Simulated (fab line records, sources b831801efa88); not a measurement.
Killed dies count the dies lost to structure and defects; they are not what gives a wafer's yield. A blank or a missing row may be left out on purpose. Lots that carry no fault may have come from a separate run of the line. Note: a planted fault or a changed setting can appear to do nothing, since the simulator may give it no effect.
Which of the tools did it? / flow sky130 / 12 lots with 36 wafers sampled at 5 steps, on a route of 708 steps

## WHAT THE GAUGES READ, wafer by wafer
Not one reading of a measure or inspect step in the record can be checked against a usual standard deviation.

## TOOL THAT RAN EACH LOT (tool first, then ch and the chambers of the sampled wafers, then the start)
lot=L870; SKY_METAL3_ETCH_16=rieMetal-02 ch 0,1, day 39 01:25; SKY_METAL4_SPUTTER_02=pvdSputter-01, day 40 05:23; SKY_VIA4_CMP_02=cmp-01 ch 1,2,3, day 42 06:46; SKY_VIA4_EXPOSE_08=ilineStepper-02 ch 0, day 42 18:23; SKY_PAD_OPEN_PROBE_99=-
lot=L871; SKY_METAL3_ETCH_16=rieMetal-04 ch 1, day 39 19:36; SKY_METAL4_SPUTTER_02=pvdSputter-01, day 40 22:22; SKY_VIA4_CMP_02=cmp-01 ch 0,1,3, day 43 09:07; SKY_VIA4_EXPOSE_08=ilineStepper-01 ch 0, day 43 21:55; SKY_PAD_OPEN_PROBE_99=-
lot=L872; SKY_METAL3_ETCH_16=rieMetal-04 ch 0,1, day 40 00:07; SKY_METAL4_SPUTTER_02=pvdSputter-02, day 41 04:26; SKY_VIA4_CMP_02=cmp-02 ch 0,1, day 43 09:12; SKY_VIA4_EXPOSE_08=ilineStepper-02 ch 0, day 43 22:19; SKY_PAD_OPEN_PROBE_99=prober-02, day 47 05:56
lot=L875; SKY_METAL3_ETCH_16=rieMetal-04 ch 0,1, day 40 10:19; SKY_METAL4_SPUTTER_02=pvdSputter-02, day 41 13:29; SKY_VIA4_CMP_02=cmp-02 ch 0,2,3, day 43 13:08; SKY_VIA4_EXPOSE_08=ilineStepper-01 ch 0, day 44 02:33; SKY_PAD_OPEN_PROBE_99=-
lot=L878; SKY_METAL3_ETCH_16=rieMetal-04 ch 0,1, day 41 03:46; SKY_METAL4_SPUTTER_02=pvdSputter-02, day 42 05:03; SKY_VIA4_CMP_02=cmp-02 ch 0,2,3, day 44 06:11; SKY_VIA4_EXPOSE_08=ilineStepper-01 ch 0, day 44 16:36; SKY_PAD_OPEN_PROBE_99=-
lot=L879; SKY_METAL3_ETCH_16=rieMetal-03 ch 0,1, day 41 17:52; SKY_METAL4_SPUTTER_02=pvdSputter-02, day 42 20:56; SKY_VIA4_CMP_02=cmp-02 ch 2,3, day 44 21:43; SKY_VIA4_EXPOSE_08=ilineStepper-02 ch 0, day 45 08:55; SKY_PAD_OPEN_PROBE_99=-
lot=L881; SKY_METAL3_ETCH_16=rieMetal-04 ch 0,1, day 42 06:04; SKY_METAL4_SPUTTER_02=pvdSputter-02, day 43 09:40; SKY_VIA4_CMP_02=cmp-02 ch 1,2,3, day 45 09:48; SKY_VIA4_EXPOSE_08=ilineStepper-02 ch 0, day 45 20:35; SKY_PAD_OPEN_PROBE_99=-
lot=L883; SKY_METAL3_ETCH_16=rieMetal-02 ch 0, day 42 08:28; SKY_METAL4_SPUTTER_02=pvdSputter-02, day 43 11:47; SKY_VIA4_CMP_02=cmp-02 ch 0,2,3, day 45 10:35; SKY_VIA4_EXPOSE_08=ilineStepper-02 ch 0, day 45 21:53; SKY_PAD_OPEN_PROBE_99=prober-01, day 49 02:50
lot=L882; SKY_METAL3_ETCH_16=rieMetal-04 ch 0,1, day 42 09:52; SKY_METAL4_SPUTTER_02=pvdSputter-04, day 43 12:29; SKY_VIA4_CMP_02=cmp-01 ch 0,1, day 45 10:57; SKY_VIA4_EXPOSE_08=ilineStepper-01 ch 0, day 45 22:13; SKY_PAD_OPEN_PROBE_99=-
lot=L884; SKY_METAL3_ETCH_16=rieMetal-03 ch 0,1, day 43 05:19; SKY_METAL4_SPUTTER_02=pvdSputter-04, day 44 08:33; SKY_VIA4_CMP_02=cmp-02 ch 1,2,3, day 46 10:00; SKY_VIA4_EXPOSE_08=ilineStepper-01 ch 0, day 46 17:47; SKY_PAD_OPEN_PROBE_99=-
lot=L885; SKY_METAL3_ETCH_16=rieMetal-02 ch 0,1, day 43 07:19; SKY_METAL4_SPUTTER_02=pvdSputter-01, day 44 10:08; SKY_VIA4_CMP_02=cmp-01 ch 1,2, day 46 11:23; SKY_VIA4_EXPOSE_08=ilineStepper-01 ch 0, day 46 20:08; SKY_PAD_OPEN_PROBE_99=-
lot=L891; SKY_METAL3_ETCH_16=rieMetal-03 ch 0,1, day 44 12:25; SKY_METAL4_SPUTTER_02=pvdSputter-02, day 45 13:15; SKY_VIA4_CMP_02=cmp-01 ch 2,3, day 47 07:01; SKY_VIA4_EXPOSE_08=ilineStepper-01 ch 0, day 47 16:02; SKY_PAD_OPEN_PROBE_99=prober-02, day 50 12:50
- SKY_METAL3_ETCH_16: etches BARC in N2/H2, stops on SiO2, time 88.2 s, target depth 60 nm.
- SKY_METAL4_SPUTTER_02: material AlCu, target thk 735 nm, time 39.1 s.
- SKY_VIA4_CMP_02: polishes SiO2.
- SKY_VIA4_EXPOSE_08: exposes mask VIM4, target cd 800 nm.
- SKY_PAD_OPEN_PROBE_99

## WHAT THE TOOLS THEMSELVES READ (means of the sampled wafers that have a number; where no wafer has one, the mark that the record gives instead)
SKY_METAL3_ETCH_16.
lot=L870; tool=rieMetal-02; chamberPressureMTorr (mTorr)=29.998; drypumpMotorCurrentA (A)=5.8; oesProductAu (a.u.)=0.622; throttleValvePct (%)=13.196
lot=L871; tool=rieMetal-04; chamberPressureMTorr (mTorr)=30.003; drypumpMotorCurrentA (A)=5.7; oesProductAu (a.u.)=0.620; throttleValvePct (%)=13.208
lot=L872; tool=rieMetal-04; chamberPressureMTorr (mTorr)=30.007; drypumpMotorCurrentA (A)=6.0; oesProductAu (a.u.)=0.622; throttleValvePct (%)=13.201
lot=L875; tool=rieMetal-04; chamberPressureMTorr (mTorr)=29.989; drypumpMotorCurrentA (A)=6.0; oesProductAu (a.u.)=0.620; throttleValvePct (%)=13.194
lot=L878; tool=rieMetal-04; chamberPressureMTorr (mTorr)=29.993; drypumpMotorCurrentA (A)=6.0; oesProductAu (a.u.)=0.625; throttleValvePct (%)=13.202
lot=L879; tool=rieMetal-03; chamberPressureMTorr (mTorr)=29.962; drypumpMotorCurrentA (A)=5.1; oesProductAu (a.u.)=0.622; throttleValvePct (%)=13.199
lot=L881; tool=rieMetal-04; chamberPressureMTorr (mTorr)=29.996; drypumpMotorCurrentA (A)=5.9; oesProductAu (a.u.)=0.624; throttleValvePct (%)=13.202
lot=L883; tool=rieMetal-02; chamberPressureMTorr (mTorr)=29.985; drypumpMotorCurrentA (A)=5.6; oesProductAu (a.u.)=0.622; throttleValvePct (%)=13.213
lot=L882; tool=rieMetal-04; chamberPressureMTorr (mTorr)=29.989; drypumpMotorCurrentA (A)=5.9; oesProductAu (a.u.)=0.622; throttleValvePct (%)=13.195
lot=L884; tool=rieMetal-03; chamberPressureMTorr (mTorr)=30.031; drypumpMotorCurrentA (A)=5.1; oesProductAu (a.u.)=0.622; throttleValvePct (%)=13.207
lot=L885; tool=rieMetal-02; chamberPressureMTorr (mTorr)=29.989; drypumpMotorCurrentA (A)=5.7; oesProductAu (a.u.)=0.621; throttleValvePct (%)=13.203
lot=L891; tool=rieMetal-03; chamberPressureMTorr (mTorr)=30.009; drypumpMotorCurrentA (A)=5.3; oesProductAu (a.u.)=0.618; throttleValvePct (%)=13.202

SKY_METAL4_SPUTTER_02.
lot=L870; tool=pvdSputter-01; throttleValvePct (%)=30.1
lot=L871; tool=pvdSputter-01; throttleValvePct (%)=30.7
lot=L872; tool=pvdSputter-02; throttleValvePct (%)=30.3
lot=L875; tool=pvdSputter-02; throttleValvePct (%)=29.9
lot=L878; tool=pvdSputter-02; throttleValvePct (%)=29.6
lot=L879; tool=pvdSputter-02; throttleValvePct (%)=29.9
lot=L881; tool=pvdSputter-02; throttleValvePct (%)=29.5
lot=L883; tool=pvdSputter-02; throttleValvePct (%)=29.9
lot=L882; tool=pvdSputter-04; throttleValvePct (%)=30.1
lot=L884; tool=pvdSputter-04; throttleValvePct (%)=29.8
lot=L885; tool=pvdSputter-01; throttleValvePct (%)=30.9
lot=L891; tool=pvdSputter-02; throttleValvePct (%)=30.0

SKY_VIA4_CMP_02.
lot=L870; tool=cmp-01; headPressurePsi (psi)=4.002; motorCurrentA (A)=12.1
lot=L871; tool=cmp-01; headPressurePsi (psi)=4.002; motorCurrentA (A)=11.7
lot=L872; tool=cmp-02; headPressurePsi (psi)=4.005; motorCurrentA (A)=11.6
lot=L875; tool=cmp-02; headPressurePsi (psi)=3.992; motorCurrentA (A)=13.0
lot=L878; tool=cmp-02; headPressurePsi (psi)=4.000; motorCurrentA (A)=12.6
lot=L879; tool=cmp-02; headPressurePsi (psi)=4.003; motorCurrentA (A)=14.0
lot=L881; tool=cmp-02; headPressurePsi (psi)=4.001; motorCurrentA (A)=12.7
lot=L883; tool=cmp-02; headPressurePsi (psi)=4.006; motorCurrentA (A)=13.2
lot=L882; tool=cmp-01; headPressurePsi (psi)=3.999; motorCurrentA (A)=11.8
lot=L884; tool=cmp-02; headPressurePsi (psi)=4.002; motorCurrentA (A)=12.6
lot=L885; tool=cmp-01; headPressurePsi (psi)=3.997; motorCurrentA (A)=12.9
lot=L891; tool=cmp-01; headPressurePsi (psi)=3.992; motorCurrentA (A)=12.4

SKY_PAD_OPEN_PROBE_99.
lot=L872; tool=prober-02; defectLimitedYield (%)=80.9; killed_at_M0_to_M3=46; killed_at_M4_up=1.7; killedAtContacts=30; killedAtFrontEnd=16; killedAtOther=0.0; killedDies=94; killedOnRim=19; killedOpen=51; killedShort=42; sort_bin_3_pad_short (%)=1.1; sort_bin_5_function (%)=10.8; sort_bin_6_memory (%)=7.2; sortNPass=398; sortYieldPct (%)=80.9
lot=L883; tool=prober-01; defectLimitedYield (%)=80.6; killed_at_M0_to_M3=50; killed_at_M4_up=3.0; killedAtContacts=28; killedAtFrontEnd=14; killedAtOther=0.7; killedDies=95; killedOnRim=18; killedOpen=54; killedShort=41; sort_bin_3_pad_short (%)=0.7; sort_bin_5_function (%)=10.6; sort_bin_6_memory (%)=8.1; sortNPass=397; sortYieldPct (%)=80.6
lot=L891; tool=prober-02; defectLimitedYield (%)=27.0; killed_at_M0_to_M3=334; killed_at_M4_up=2.0; killedAtContacts=15; killedAtFrontEnd=8; killedAtOther=0.0; killedDies=359; killedOnRim=67; killedOpen=26; killedShort=21; sort_bin_3_pad_short (%)=5.2; sort_bin_5_function (%)=49.5; sort_bin_6_memory (%)=18.4; sortNPass=133; sortYieldPct (%)=27.0

## THE ANSWER, worked out from the rows above alone
Rule: what is usual is taken from the lots themselves. Put in order of their means at a reading, lots are off if they are a third of the lots or fewer, leave a main group of 4 or more, and stand apart from it by a gap of 3 or more times the standard deviation of the main group's means; of several such gaps the widest counts. The tables above print the reading to a certain number of digits; a main group whose means all agree to those digits is not used. Also off: a lot with no number at a reading for which 4 or more lots have one. Any other lot the step has rows for is counted as sound. Order of review: gauges by route order, followed by the tools' own readings, for which a lot's mean as printed above is used. At the first step where some lot is off, the reading lying furthest off is the one used; lots without a number count as furthest.
Nothing can be told from this: no lot is off at any reading shown.

## WHAT HAD BEEN PUT IN BY THE SIMULATOR
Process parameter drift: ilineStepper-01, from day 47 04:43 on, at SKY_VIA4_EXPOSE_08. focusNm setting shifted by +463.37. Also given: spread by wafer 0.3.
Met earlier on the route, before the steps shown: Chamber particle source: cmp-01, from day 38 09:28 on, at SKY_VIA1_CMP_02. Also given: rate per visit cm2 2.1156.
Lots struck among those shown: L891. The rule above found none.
